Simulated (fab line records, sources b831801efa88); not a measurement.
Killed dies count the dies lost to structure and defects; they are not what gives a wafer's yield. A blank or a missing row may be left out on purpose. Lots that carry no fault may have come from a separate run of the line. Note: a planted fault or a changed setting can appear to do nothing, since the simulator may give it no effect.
fab line records -- flow sfqLine
record: lots: 14, wafers: 42, lastDay: 84
route steps=325 shown R5@226 I5@228 C5@248 M6@252 I7@299
lots that met no fault: from a run of the same line without faults
startH: hours from the record's opening day to when the first of the lot's shown wafers began -- waitH: how many hours have passed since the lot's step before this one -- " same as the row above -- L1.1+2: one row covering several wafers at once -- - value missing, or start not given -- * or withheld: withheld -- < > ~ a bound
route shown NAME@n: names a module that has steps shown in the file, with the first one's number in the route -- usual: the fault-free wafers' mean and standard deviation -- same: alike in all rows -- chamber/n: place in a boat -- sites: the reading at each site -- _std_site: the standard deviation of these -- _edge_site: the outer-site mean with the inner-site mean subtracted -- radiusMm: for every site, how far away it sits from the centre of the wafer -- mask NAME#n: copy n -- behind: the last tool/chamber to shape the wafer -- hold: reason for holding the lot/hours on hold/outcome of the hold -- device: the transistor (n, p or np) that didn't switch -- end of line: the tests these same wafers got at the end of their route -- where a step has no rows: the recipe by itself -- killed: count of dies lost to structure and defects at first sort (not the wafer's yield) -- map: per-die view of a wafer (x killed, . not killed, _ where there is no die)
set.NAME: the run value of the setting; set.NAME@STEP: its run value at that earlier step -- model.NAME: the simulator's own value behind a step, which no gauge read
steps of the route over a sample of lots; a table a step, a row a wafer
services: when a tool's chamber went out of use (startH, in hours from the record's first day, below 0 if earlier), for how many hours, and the reason
== steps ==
step: SFQ_TRILAYER_R5_STRIP_STRIP_140
recipe: gas: O2, powerW: 200, platenTempC: 40, overashFraction: 0.65, chemistry: O2, pressureMtorr: 50
usual: drypumpMotorCurrentA: 5.6/0.45, oesProductAu: 0.999/0.0089
lot.wafer,tool,chamber,startH,waitH,drypumpMotorCurrentA,oesProductAu,rfHoursCounterH
L368.1,rieMetal-04,0,1297.98,0.0,6.1,1.004,28
L368.2,rieMetal-04,1,1297.98,0.0,5.6,1.005,7
L368.5,rieMetal-04,0,1297.98,0.0,6.1,1.001,-
L369.2,rieMetal-04,1,1308.78,0.0,5.7,1.005,7
L369.3,rieMetal-04,1,1308.78,0.0,5.7,0.998,-
L369.4,rieMetal-04,0,1308.78,0.0,6.1,1.007,-
L371.2,rieMetal-01,1,1325.58,0.0,5.5,1.001,130
L371.4,rieMetal-01,0,1325.58,0.0,5.9,1.002,-
L371.5,rieMetal-01,1,1325.58,0.0,5.4,1.006,-
L372.3,rieMetal-02,0,1328.18,0.2,4.7,0.988,-
L372.5,rieMetal-02,0,1328.18,0.2,4.7,0.990,-
L372.6,rieMetal-02,1,1328.18,0.2,5.4,0.981,-
L373.1,rieMetal-01,0,1335.30,0.1,5.9,1.003,7
L373.2,rieMetal-01,0,1335.30,0.1,5.9,1.000,-
L373.5,rieMetal-01,0,1335.30,0.1,5.9,1.000,-
L374.2,rieMetal-02,1,1356.78,0.0,5.4,0.991,16
L374.3,rieMetal-02,0,1356.78,0.0,4.7,0.997,-
L374.6,rieMetal-02,0,1356.78,0.0,4.7,0.993,-
L375.3,rieMetal-04,0,1381.74,0.2,6.1,0.999,-
L375.5,rieMetal-04,1,1381.74,0.2,5.6,1.013,-
L375.6,rieMetal-04,0,1381.74,0.2,6.1,1.011,-
L376.2,rieMetal-01,0,1389.94,0.0,5.9,0.997,14
L376.5,rieMetal-01,1,1389.94,0.0,5.5,0.980,-
L376.6,rieMetal-01,0,1389.94,0.0,5.9,0.997,-
L380.1,rieMetal-04,1,1422.34,0.0,5.7,1.004,25
L380.2,rieMetal-04,0,1422.34,0.0,6.1,1.003,46
L380.4,rieMetal-04,1,1422.34,0.0,5.7,1.004,-
L383.2,rieMetal-02,1,1478.42,0.0,5.4,0.987,36
L383.4,rieMetal-02,0,1478.42,0.0,4.7,0.986,-
L383.6,rieMetal-02,0,1478.42,0.0,4.7,0.991,-
L384.3,rieMetal-01,0,1484.62,0.2,5.9,0.998,-
L384.4,rieMetal-01,1,1484.62,0.2,5.5,0.984,-
L384.6,rieMetal-01,1,1484.62,0.2,5.5,0.987,-
L386.1,rieMetal-04,0,1516.82,0.0,6.1,0.997,60
L386.5,rieMetal-04,1,1516.82,0.0,5.7,1.003,-
L386.6,rieMetal-04,0,1516.82,0.0,6.1,1.003,-
L387.2,rieMetal-02,1,1521.74,0.0,5.4,0.990,44
L387.4,rieMetal-02,0,1521.74,0.0,4.7,0.981,-
L387.5,rieMetal-02,1,1521.74,0.0,5.4,0.995,-
L389.1,rieMetal-04,1,1534.94,0.0,5.7,1.004,41
L389.4,rieMetal-04,0,1534.94,0.0,6.1,1.003,-
L389.5,rieMetal-04,0,1534.94,0.0,6.1,1.002,-
step: SFQ_TRILAYER_A5C_DEP_PECVD_142
recipe: material: SiO2, tempC: 150, timeS: 15.556, pressureTorr: 2.4, rfW: 183.3, precursor: SiH4/N2O, targetThkNm: 70
usual: heaterPowerW: 89/19, showerheadVppV: 828/37, throttleValvePct: 24.2/1.1
lot.wafer,tool,chamber,startH,waitH,heaterPowerW,showerheadVppV,throttleValvePct
L368.1,pecvd-01,2,1298.75,0.0,89,816,23.9
L368.2,pecvd-01,1,1298.75,0.0,76,791,23.8
L368.5,pecvd-01,2,1298.75,0.0,89,805,23.5
L369.2,pecvd-04,2,1309.55,0.0,83,801,23.3
L369.3,pecvd-04,0,1309.55,0.0,78,892,24.7
L369.4,pecvd-04,2,1309.55,0.0,85,783,23.1
L371.2,pecvd-01,2,1326.35,0.0,92,814,23.7
L371.4,pecvd-01,1,1326.35,0.0,88,793,24.0
L371.5,pecvd-01,2,1326.35,0.0,92,802,23.6
L372.3,pecvd-04,1,1328.75,0.0,98,840,26.9
L372.5,pecvd-04,2,1328.75,0.0,81,805,23.2
L372.6,pecvd-04,1,1328.75,0.0,99,839,26.4
L373.1,pecvd-01,1,1336.67,0.0,83,787,23.6
L373.2,pecvd-01,0,1336.67,0.0,63,805,25.8
L373.5,pecvd-01,1,1336.67,0.0,84,791,24.0
L374.2,pecvd-02,1,1357.55,0.0,120,875,23.7
L374.3,pecvd-02,0,1357.55,0.0,122,853,23.2
L374.6,pecvd-02,2,1357.55,0.0,107,860,22.3
L375.3,pecvd-02,0,1382.34,0.0,130,855,23.2
L375.5,pecvd-02,0,1382.34,0.0,129,849,23.5
L375.6,pecvd-02,1,1382.34,0.0,119,880,23.7
L376.2,pecvd-02,2,1390.72,0.0,96,852,22.6
L376.5,pecvd-02,0,1390.72,0.0,129,851,23.2
L376.6,pecvd-02,2,1390.72,0.0,99,868,22.7
L380.1,pecvd-02,0,1423.12,0.0,121,853,23.2
L380.2,pecvd-02,2,1423.12,0.0,94,860,23.0
L380.4,pecvd-02,1,1423.12,0.0,120,867,23.7
L383.2,pecvd-01,0,1479.19,0.0,72,802,25.6
L383.4,pecvd-01,2,1479.19,0.0,86,806,23.6
L383.6,pecvd-01,1,1479.19,0.0,86,780,23.8
L384.3,pecvd-01,1,1485.19,0.0,81,781,23.5
L384.4,pecvd-01,2,1485.19,0.0,93,811,23.4
L384.6,pecvd-01,0,1485.19,0.0,67,806,25.6
L386.1,pecvd-02,0,1517.59,0.0,125,872,23.3
L386.5,pecvd-02,0,1517.59,0.0,124,868,23.5
L386.6,pecvd-02,2,1517.59,0.0,108,866,23.3
L387.2,pecvd-01,0,1522.52,0.0,61,806,25.5
L387.4,pecvd-01,0,1522.52,0.0,64,807,25.6
L387.5,pecvd-01,1,1522.52,0.0,88,795,23.9
L389.1,pecvd-02,1,1535.74,0.0,106,875,24.3
L389.4,pecvd-02,0,1535.74,0.0,121,861,23.8
L389.5,pecvd-02,1,1535.74,0.0,107,867,24.0
step: SFQ_TRILAYER_C5_ETCH_VIA_ETCH_154
recipe: target: SiO2, maskMaterial: PR, chemistry: CHF3, targetDepthNm: 84, sourceW: 500, biasW: 80, pressureMtorr: 30, timeS: withheld, stopOn: Nb
usual: drypumpMotorCurrentA: 5.6/0.33, oesProductAu: 0.895/0.0082
lot.wafer,tool,chamber,startH,waitH,drypumpMotorCurrentA,oesProductAu
L368.1,rieDiel-04,3,1434.52,0.0,5.8,0.897
L368.2,rieDiel-04,0,1434.52,0.0,5.7,0.885
L368.5,rieDiel-04,0,1434.52,0.0,5.7,0.904
L369.2,rieDiel-04,3,1449.77,0.0,5.8,0.887
L369.3,rieDiel-04,0,1449.77,0.0,5.7,0.887
L369.4,rieDiel-04,2,1449.77,0.0,5.8,0.892
L371.2,rieDiel-02,0,1457.09,0.0,5.5,0.888
L371.4,rieDiel-02,2,1457.09,0.0,5.0,0.904
L371.5,rieDiel-02,0,1457.09,0.0,5.5,0.895
L372.3,rieDiel-02,3,1461.89,0.0,5.4,0.882
L372.5,rieDiel-02,2,1461.89,0.0,5.0,0.899
L372.6,rieDiel-02,3,1461.89,0.0,5.4,0.890
L373.1,rieDiel-04,0,1466.69,0.0,5.7,0.886
L373.2,rieDiel-04,1,1466.69,0.0,5.4,0.888
L373.5,rieDiel-04,3,1466.69,0.0,5.8,0.907
L374.2,rieDiel-02,2,1482.29,0.0,4.9,0.904
L374.3,rieDiel-02,1,1482.29,0.0,5.7,0.885
L374.6,rieDiel-02,2,1482.29,0.0,4.9,0.893
L375.3,rieDiel-02,3,1501.49,0.0,5.4,0.888
L375.5,rieDiel-02,2,1501.49,0.0,5.0,0.895
L375.6,rieDiel-02,3,1501.49,0.0,5.4,0.887
L376.2,rieDiel-04,0,1511.00,0.0,5.7,0.858
L376.5,rieDiel-04,2,1511.00,0.0,5.8,0.869
L376.6,rieDiel-04,3,1511.00,0.0,5.8,0.862
L380.1,rieDiel-02,0,1545.32,0.0,5.5,0.867
L380.2,rieDiel-02,2,1545.32,0.0,5.0,0.868
L380.4,rieDiel-02,3,1545.32,0.0,5.4,0.870
L383.2,rieDiel-02,1,1592.13,0.0,5.7,0.878
L383.4,rieDiel-02,2,1592.13,0.0,5.0,0.894
L383.6,rieDiel-02,0,1592.13,0.0,5.5,0.891
L384.3,rieDiel-01,0,1605.34,0.0,6.1,0.891
L384.4,rieDiel-01,3,1605.34,0.0,5.9,0.910
L384.6,rieDiel-01,0,1605.34,0.0,6.1,0.907
L386.1,rieDiel-01,2,1738.43,0.0,5.8,0.897
L386.5,rieDiel-01,3,1738.43,0.0,5.9,0.901
L386.6,rieDiel-01,0,1738.43,0.0,6.1,0.891
L387.2,rieDiel-04,1,1740.83,0.0,5.3,0.900
L387.4,rieDiel-04,3,1740.83,0.0,5.8,0.891
L387.5,rieDiel-04,0,1740.83,0.0,5.8,0.891
L389.1,rieDiel-02,1,1748.03,0.0,5.7,0.885
L389.4,rieDiel-02,2,1748.03,0.0,5.0,0.899
L389.5,rieDiel-02,3,1748.03,0.0,5.4,0.907
step: SFQ_TRILAYER_M6_DEP_SPUTTER_157
recipe: material: Nb, basePressurePa: 1.33e-06, chamberPressurePa: 0.1333, substrateTempC: 20, targetThkNm: 200, powerW: 2000, timeS: 133.3
usual: chamberPressurePa: 0.13332/0.00026, throttleValvePct: 30.6/0.99
lot.wafer,tool,chamber,startH,waitH,chamberPressurePa,throttleValvePct
L368.1,pvdSputter-03,-,1435.37,0.0,0.1335,29.4
L368.2,pvdSputter-03,-,1435.37,0.0,0.13344,31.8
L368.5,pvdSputter-03,-,1435.37,0.0,0.13358,30.3
L369.2,pvdSputter-05,-,1450.62,0.0,0.13299,29.6
L369.3,pvdSputter-05,-,1450.62,0.0,0.13303,29.9
L369.4,pvdSputter-05,-,1450.62,0.0,0.1338,29.8
L371.2,pvdSputter-03,-,1457.94,0.0,0.13315,30.5
L371.4,pvdSputter-03,-,1457.94,0.0,0.13333,29.9
L371.5,pvdSputter-03,-,1457.94,0.0,0.13339,31.6
L372.3,pvdSputter-03,-,1462.74,0.0,0.13323,30.3
L372.5,pvdSputter-03,-,1462.74,0.0,0.13322,30.7
L372.6,pvdSputter-03,-,1462.74,0.0,0.1331,30.4
L373.1,pvdSputter-03,-,1467.56,0.0,0.13307,30.6
L373.2,pvdSputter-03,-,1467.56,0.0,0.133,29.8
L373.5,pvdSputter-03,-,1467.56,0.0,0.13294,29.5
L374.2,pvdSputter-04,-,1483.14,0.0,0.13302,30.4
L374.3,pvdSputter-04,-,1483.14,0.0,0.13324,33.1
L374.6,pvdSputter-04,-,1483.14,0.0,0.1329,29.8
L375.3,pvdSputter-05,-,1502.36,0.0,0.1332,31.3
L375.5,pvdSputter-05,-,1502.36,0.0,0.13347,29.7
L375.6,pvdSputter-05,-,1502.36,0.0,0.13322,29.6
L376.2,pvdSputter-05,-,1511.86,0.0,0.13292,31.2
L376.5,pvdSputter-05,-,1511.86,0.0,0.13328,31.8
L376.6,pvdSputter-05,-,1511.86,0.0,0.13364,29.9
L380.1,pvdSputter-05,-,1546.17,0.0,0.13315,30.0
L380.2,pvdSputter-05,-,1546.17,0.0,0.13314,30.0
L380.4,pvdSputter-05,-,1546.17,0.0,0.1337,31.4
L383.2,pvdSputter-04,-,1593.00,0.0,0.13364,30.4
L383.4,pvdSputter-04,-,1593.00,0.0,0.13331,30.5
L383.6,pvdSputter-04,-,1593.00,0.0,0.13318,30.1
L384.3,pvdSputter-04,-,1606.19,0.0,0.1332,29.9
L384.4,pvdSputter-04,-,1606.19,0.0,0.13291,30.6
L384.6,pvdSputter-04,-,1606.19,0.0,0.1333,29.8
L386.1,pvdSputter-05,-,1739.28,0.0,0.13354,31.5
L386.5,pvdSputter-05,-,1739.28,0.0,0.13324,29.8
L386.6,pvdSputter-05,-,1739.28,0.0,0.13371,31.5
L387.2,pvdSputter-04,-,1741.68,0.0,0.13338,30.6
L387.4,pvdSputter-04,-,1741.68,0.0,0.13359,29.8
L387.5,pvdSputter-04,-,1741.68,0.0,0.13318,30.0
L389.1,pvdSputter-04,-,1748.88,0.0,0.13326,30.7
L389.4,pvdSputter-04,-,1748.88,0.0,0.13335,30.5
L389.5,pvdSputter-04,-,1748.88,0.0,0.13348,30.5
step: SFQ_TRILAYER_I7_METRO_MEASURE_185
usual: thkNm: 200.0/1.2
lot.wafer,tool,chamber,startH,waitH,thkNm
L368.1,filmMetro-03,-,1686.38,0.1,199.7
L368.2,filmMetro-03,-,1686.38,0.1,200.6
L368.5,filmMetro-03,-,1686.38,0.1,199.8
L369.2,filmMetro-03,-,1694.65,0.3,199.1
L369.3,filmMetro-03,-,1694.65,0.3,199.0
L369.4,filmMetro-03,-,1694.65,0.3,198.7
L371.2,filmMetro-02,-,1698.58,0.3,200.3
L371.4,filmMetro-02,-,1698.58,0.3,199.3
L371.5,filmMetro-02,-,1698.58,0.3,200.9
L372.3,filmMetro-04,-,1700.85,0.5,198.4
L372.5,filmMetro-04,-,1700.85,0.5,199.7
L372.6,filmMetro-04,-,1700.85,0.5,198.0
L373.1,filmMetro-04,-,1706.45,0.1,199.8
L373.2,filmMetro-04,-,1706.45,0.1,198.9
L373.5,filmMetro-04,-,1706.45,0.1,200.0
L374.2,filmMetro-04,-,1713.81,0.3,199.2
L374.3,filmMetro-04,-,1713.81,0.3,198.2
L374.6,filmMetro-04,-,1713.81,0.3,198.7
L375.3,filmMetro-02,-,1820.51,0.5,199.8
L375.5,filmMetro-02,-,1820.51,0.5,200.7
L375.6,filmMetro-02,-,1820.51,0.5,199.4
L376.2,filmMetro-02,-,1833.51,0.3,199.4
L376.5,filmMetro-02,-,1833.51,0.3,200.6
L376.6,filmMetro-02,-,1833.51,0.3,201.8
L380.1,filmMetro-03,-,1855.41,0.1,199.6
L380.2,filmMetro-03,-,1855.41,0.1,199.7
L380.4,filmMetro-03,-,1855.41,0.1,200.8
L383.2,filmMetro-04,-,1892.71,0.3,200.6
L383.4,filmMetro-04,-,1892.71,0.3,200.2
L383.6,filmMetro-04,-,1892.71,0.3,201.0
L384.3,filmMetro-03,-,1902.74,0.5,200.5
L384.4,filmMetro-03,-,1902.74,0.5,199.1
L384.6,filmMetro-03,-,1902.74,0.5,199.4
L386.1,filmMetro-03,-,1931.89,0.1,201.6
L386.5,filmMetro-03,-,1931.89,0.1,201.0
L386.6,filmMetro-03,-,1931.89,0.1,200.5
L387.2,filmMetro-02,-,1933.11,0.3,202.1
L387.4,filmMetro-02,-,1933.11,0.3,201.5
L387.5,filmMetro-02,-,1933.11,0.3,202.5
L389.1,filmMetro-02,-,1937.89,0.1,201.7
L389.4,filmMetro-02,-,1937.89,0.1,201.9
L389.5,filmMetro-02,-,1937.89,0.1,202.3
== services ==
tool,chamber,startH,hours,kind
pecvd-02,-,1316.75,14.0,pm
rieDiel-02,1,1374.01,1.5,repair
pecvd-01,-,1385.70,5.5,pm
rieDiel-02,1,1435.15,2.8,repair
pecvd-02,-,1448.56,2.8,pm
pecvd-02,-,1495.75,14.6,pm
pecvd-01,-,1498.46,0.6,repair
rieDiel-02,2,1508.96,2.8,repair
pecvd-02,-,1543.28,1.0,repair
pecvd-01,1,1604.71,4.8,repair
rieMetal-04,-,1653.01,2.8,pm
rieDiel-02,-,1683.97,0.5,repair
rieDiel-02,-,1685.44,1.0,repair
pecvd-01,-,1686.25,14.0,pm
pecvd-02,-,1706.22,2.7,repair
pecvd-01,-,1713.54,2.9,repair
pecvd-02,2,1733.72,27.4,repair
rieMetal-04,-,1753.31,4.3,pm
rieDiel-02,1,1817.06,15.1,repair
rieMetal-04,-,1823.03,0.3,repair
rieDiel-02,3,1825.92,13.2,repair
rieDiel-02,-,1859.82,1.0,repair
rieDiel-02,0,1862.78,4.6,repair
rieDiel-02,0,1935.56,4.7,repair
== key ==
firstSign: step: SFQ_TRILAYER_C5_ETCH_VIA_ETCH_154, reading: oesProductAu, direction: down, sigmas: 3.5, usual: 0.895, struck: 0.866
effect none on later readings
metAt SFQ_TRILAYER_A5C_DEP_PECVD_142
struckLots L376,L380
notActingAt SFQ_TRILAYER_R5_STRIP_STRIP_140,SFQ_TRILAYER_M6_DEP_SPUTTER_157,SFQ_TRILAYER_I7_METRO_MEASURE_185
onsetBetween 1382.34 1390.72
fault: kind: processParameterDrift, tool: pecvd-02, chamber: -, onsetH: 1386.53, steps: SFQ_TRILAYER_A5C_DEP_PECVD_142, channel: timeS, offset: *, shape: step, endH: 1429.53, actsIn: *, stated: *
